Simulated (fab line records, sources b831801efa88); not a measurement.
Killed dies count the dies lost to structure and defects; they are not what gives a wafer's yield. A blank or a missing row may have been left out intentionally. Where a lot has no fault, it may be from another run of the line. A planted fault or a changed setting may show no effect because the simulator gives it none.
The tool behind it: which one? :: flow gf180mcu :: 15 lots, 45 wafers sampled, at 5 steps of a route of 602

== WHAT EACH GAUGE READ, for each wafer ==
GF_DNWELL_TW_MEAS_09.
lot: L530
measured: day 3 08:35
on: film-metro-03
DNWELL_TW: 1359 1367 1377

lot: L532
measured: day 3 22:12
on: film-metro-03
DNWELL_TW: 1356 1351 1351

lot: L534
measured: day 4 11:15
on: film-metro-03
DNWELL_TW: 1370 1370 1381

lot: L536
measured: day 4 16:07
on: film-metro-03
DNWELL_TW: 31 31 31

lot: L538
measured: day 5 02:04
on: film-metro-04
DNWELL_TW: 30 30 31

lot: L537
measured: day 5 02:20
on: film-metro-03
DNWELL_TW: 31 31 31

lot: L541
measured: day 5 16:13
on: film-metro-01
DNWELL_TW: 1365 1348 1353

lot: L542
measured: day 5 23:24
on: film-metro-03
DNWELL_TW: 1359 1359 1356

lot: L543
measured: day 6 04:33
on: film-metro-04
DNWELL_TW: 1346 1357 1343

lot: L544
measured: day 6 09:37
on: film-metro-04
DNWELL_TW: 1349 1352 1350

lot: L545
measured: day 6 14:13
on: film-metro-01
DNWELL_TW: 1359 1353 1356

lot: L546
measured: day 6 20:32
on: film-metro-03
DNWELL_TW: 1350 1357 1348

lot: L547
measured: day 7 01:01
on: film-metro-01
DNWELL_TW: 1346 1352 1347

lot: L549
measured: day 7 12:01
on: film-metro-03
DNWELL_TW: 1371 1362 1361

lot: L550
measured: day 7 18:21
on: film-metro-04
DNWELL_TW: 1344 1346 1345

GF_VT_IMPLANT_OVL_MEAS_18.
lot: L530
measured: day 7 00:47
on: overlay-01
VT_IMPLANT_01_OVL (nm): -0.2 -1.1 0.8

lot: L532
measured: day 7 18:44
on: overlay-01
VT_IMPLANT_01_OVL (nm): -2.0 0.0 -1.4

lot: L534
measured: day 8 08:40
on: overlay-01
VT_IMPLANT_01_OVL (nm): -1.4 -1.2 -0.9

lot: L536
measured: day 8 15:09
on: overlay-01
VT_IMPLANT_01_OVL (nm): -0.6 0.9 1.5

lot: L538
measured: day 9 01:44
on: overlay-02
VT_IMPLANT_01_OVL (nm): 2.8 1.7 2.1

lot: L537
measured: day 9 03:27
on: overlay-01
VT_IMPLANT_01_OVL (nm): -0.5 -0.9 1.0

lot: L541
measured: day 9 18:55
on: overlay-02
VT_IMPLANT_01_OVL (nm): 1.3 0.7 -0.2

lot: L542
measured: day 10 03:14
on: overlay-01
VT_IMPLANT_01_OVL (nm): 2.1 -0.5 -0.7

lot: L543
measured: day 10 11:16
on: overlay-02
VT_IMPLANT_01_OVL (nm): -0.6 0.7 1.9

lot: L544
measured: day 10 16:17
on: overlay-01
VT_IMPLANT_01_OVL (nm): -2.2 -1.8 -1.6

lot: L545
measured: day 10 21:31
on: overlay-02
VT_IMPLANT_01_OVL (nm): 1.4 1.1 0.1

lot: L546
measured: day 11 06:42
on: overlay-01
VT_IMPLANT_01_OVL (nm): 0.5 0.8 -1.5

lot: L547
measured: day 11 10:13
on: overlay-02
VT_IMPLANT_01_OVL (nm): 0.6 1.1 0.5

lot: L549
measured: day 11 22:23
on: overlay-01
VT_IMPLANT_01_OVL (nm): -1.0 2.5 0.3

lot: L550
measured: day 12 07:09
on: overlay-02
VT_IMPLANT_01_OVL (nm): -2.0 -2.4 -2.5

GF_POLY_GATE_THK_MEAS_01.
lot: L530
measured: day 9 08:14
on: film-metro-04
POLY_GATE_CVD_00_THK (nm): 201.0 200.6 201.7

lot: L532
measured: day 10 03:53
on: film-metro-03
POLY_GATE_CVD_00_THK (nm): 199.9 200.7 199.8

lot: L534
measured: day 10 21:02
on: film-metro-03
POLY_GATE_CVD_00_THK (nm): 200.1 201.6 200.3

lot: L536
measured: day 11 04:11
on: film-metro-01
POLY_GATE_CVD_00_THK (nm): 198.4 198.5 197.4

lot: L538
measured: day 11 15:35
on: film-metro-01
POLY_GATE_CVD_00_THK (nm): 203.8 204.8 204.6

lot: L537
measured: day 11 16:34
on: film-metro-04
POLY_GATE_CVD_00_THK (nm): 201.3 200.2 201.3

lot: L541
measured: day 12 09:32
on: film-metro-01
POLY_GATE_CVD_00_THK (nm): 199.8 198.0 197.7

lot: L542
measured: day 12 17:53
on: film-metro-04
POLY_GATE_CVD_00_THK (nm): 199.9 202.2 200.6

lot: L543
measured: day 13 04:52
on: film-metro-01
POLY_GATE_CVD_00_THK (nm): 200.0 198.2 199.2

lot: L544
measured: day 13 08:31
on: film-metro-03
POLY_GATE_CVD_00_THK (nm): 201.5 200.0 199.6

lot: L545
measured: day 13 15:22
on: film-metro-01
POLY_GATE_CVD_00_THK (nm): 201.8 200.1 200.4

lot: L546
measured: day 14 04:43
on: film-metro-04
POLY_GATE_CVD_00_THK (nm): 200.8 201.1 202.5

lot: L547
measured: day 14 09:41
on: film-metro-04
POLY_GATE_CVD_00_THK (nm): 199.1 201.2 200.3

lot: L549
measured: day 14 18:34
on: film-metro-04
POLY_GATE_CVD_00_THK (nm): 200.8 199.6 200.3

lot: L550
measured: day 15 09:53
on: film-metro-01
POLY_GATE_CVD_00_THK (nm): 199.9 200.5 200.4

GF_HV_LDD_OVL_MEAS_08.
lot: L530
measured: day 10 21:48
on: overlay-02
HV_LDD_OVL (nm): -0.1 0.4 -0.6

lot: L532
measured: day 11 18:13
on: overlay-01
HV_LDD_OVL (nm): 0.5 1.1 -0.9

lot: L534
measured: day 12 13:30
on: overlay-02
HV_LDD_OVL (nm): 0.0 0.3 1.6

lot: L536
measured: day 12 22:14
on: overlay-02
HV_LDD_OVL (nm): -4.2 -4.2 -3.2

lot: L538
measured: day 13 07:38
on: overlay-02
HV_LDD_OVL (nm): 0.4 -1.5 -1.0

lot: L537
measured: day 13 09:54
on: overlay-02
HV_LDD_OVL (nm): -1.3 -1.4 -0.3

lot: L541
measured: day 14 05:24
on: overlay-01
HV_LDD_OVL (nm): -2.1 0.2 -2.6

lot: L542
measured: day 14 13:42
on: overlay-02
HV_LDD_OVL (nm): -1.3 -0.9 0.1

lot: L543
measured: day 15 05:57
on: overlay-02
HV_LDD_OVL (nm): -0.4 1.5 0.7

lot: L544
measured: day 15 05:41
on: overlay-02
HV_LDD_OVL (nm): -3.2 -2.5 -1.6

lot: L545
measured: day 15 10:17
on: overlay-02
HV_LDD_OVL (nm): -1.4 -0.9 1.8

lot: L546
measured: day 16 00:56
on: overlay-02
HV_LDD_OVL (nm): -1.7 -1.2 -1.4

lot: L547
measured: day 16 07:40
on: overlay-02
HV_LDD_OVL (nm): -2.6 -1.1 -1.8

lot: L549
measured: day 16 16:07
on: overlay-02
HV_LDD_OVL (nm): -1.6 -1.8 -0.5

lot: L550
measured: day 17 10:08
on: overlay-02
HV_LDD_OVL (nm): -2.1 -1.0 -2.1

== EACH LOT AND THE TOOL THAT RAN IT (in order: tool; ch and the chambers of the sampled wafers; start) ==
lot: L530
GF_DNWELL_EXPOSE_04: iline-stepper-01 ch 0, day 3 02:26

lot: L532
GF_DNWELL_EXPOSE_04: iline-stepper-02 ch 0, day 3 16:05

lot: L534
GF_DNWELL_EXPOSE_04: iline-stepper-02 ch 0, day 4 03:49

lot: L536
GF_DNWELL_EXPOSE_04: iline-stepper-02, day 4 09:21

lot: L538
GF_DNWELL_EXPOSE_04: iline-stepper-01, day 4 18:41

lot: L537
GF_DNWELL_EXPOSE_04: iline-stepper-02, day 4 19:08

lot: L541
GF_DNWELL_EXPOSE_04: iline-stepper-01 ch 0, day 5 08:32

lot: L542
GF_DNWELL_EXPOSE_04: iline-stepper-01 ch 0, day 5 15:55

lot: L543
GF_DNWELL_EXPOSE_04: iline-stepper-01 ch 0, day 5 20:50

lot: L544
GF_DNWELL_EXPOSE_04: iline-stepper-02 ch 0, day 6 02:05

lot: L545
GF_DNWELL_EXPOSE_04: iline-stepper-02 ch 0, day 6 06:29

lot: L546
GF_DNWELL_EXPOSE_04: iline-stepper-01 ch 0, day 6 12:31

lot: L547
GF_DNWELL_EXPOSE_04: iline-stepper-01 ch 0, day 6 16:51

lot: L549
GF_DNWELL_EXPOSE_04: iline-stepper-02 ch 0, day 7 03:40

lot: L550
GF_DNWELL_EXPOSE_04: iline-stepper-02 ch 0, day 7 10:25
- GF_DNWELL_EXPOSE_04: exposes mask DNWELL, target cd 1700 nm.

== WHAT THE TOOLS THEMSELVES READ (means of the sampled wafers that have a number; where no wafer has one, the mark that the record gives instead) ==
GF_DNWELL_EXPOSE_04.
lot: L530
tool: iline-stepper-01
exposure-dose-mJ-cm2: 259.85
focus-offset-nm (nm): 0.0

lot: L532
tool: iline-stepper-02
exposure-dose-mJ-cm2: 260.09
focus-offset-nm (nm): 0.2

lot: L534
tool: iline-stepper-02
exposure-dose-mJ-cm2: 260.11
focus-offset-nm (nm): -0.6

lot: L536
tool: iline-stepper-02
exposure-dose-mJ-cm2: -
focus-offset-nm (nm): -

lot: L538
tool: iline-stepper-01
exposure-dose-mJ-cm2: -
focus-offset-nm (nm): -

lot: L537
tool: iline-stepper-02
exposure-dose-mJ-cm2: -
focus-offset-nm (nm): -

lot: L541
tool: iline-stepper-01
exposure-dose-mJ-cm2: 260.38
focus-offset-nm (nm): 0.1

lot: L542
tool: iline-stepper-01
exposure-dose-mJ-cm2: 260.20
focus-offset-nm (nm): -0.4

lot: L543
tool: iline-stepper-01
exposure-dose-mJ-cm2: 260.13
focus-offset-nm (nm): -0.4

lot: L544
tool: iline-stepper-02
exposure-dose-mJ-cm2: 260.26
focus-offset-nm (nm): -0.3

lot: L545
tool: iline-stepper-02
exposure-dose-mJ-cm2: 260.03
focus-offset-nm (nm): -0.2

lot: L546
tool: iline-stepper-01
exposure-dose-mJ-cm2: 259.81
focus-offset-nm (nm): 0.3

lot: L547
tool: iline-stepper-01
exposure-dose-mJ-cm2: 259.98
focus-offset-nm (nm): 0.7

lot: L549
tool: iline-stepper-02
exposure-dose-mJ-cm2: 259.84
focus-offset-nm (nm): 0.2

lot: L550
tool: iline-stepper-02
exposure-dose-mJ-cm2: 259.97
focus-offset-nm (nm): -0.2

== THE ANSWER, worked out from the rows above alone ==
Rule: usual is defined by the lots themselves. Put in order of their means at a reading, lots are off if they are a third of the lots or fewer, leave a main group of 4 or more, and stand apart from it by a gap of 3 or more times the standard deviation of the main group's means; of several such gaps the widest counts. If all means in a main group match to the digits the tables above print for the reading, that group is not used. Also off: a lot with no number at a reading for which 4 or more lots have one. Where the step has rows for the other lots, those lots are counted as sound. After the gauges, taken in route order, come the tools' own readings; for these a lot's mean is taken, as printed above. The first step at which some lot is off is used, and at that step the reading that is off furthest; a lot without a number counts as furthest.
Off: at GF_DNWELL_TW_MEAS_09 (DNWELL_TW), L536, L538, L537. Main group: mean 1356, sd 8.3.
If a tool, at a process step before that reading, ran all the lots that are off and no sound lot after the first of them, it fits. The gauges at GF_DNWELL_TW_MEAS_09 aren't tried: what is off there is off at GF_DNWELL_EXPOSE_04 too, on other tools, and a gauge's error can't cause that. None of those tried fits.

== WHAT THE SIMULATOR PUT IN ==
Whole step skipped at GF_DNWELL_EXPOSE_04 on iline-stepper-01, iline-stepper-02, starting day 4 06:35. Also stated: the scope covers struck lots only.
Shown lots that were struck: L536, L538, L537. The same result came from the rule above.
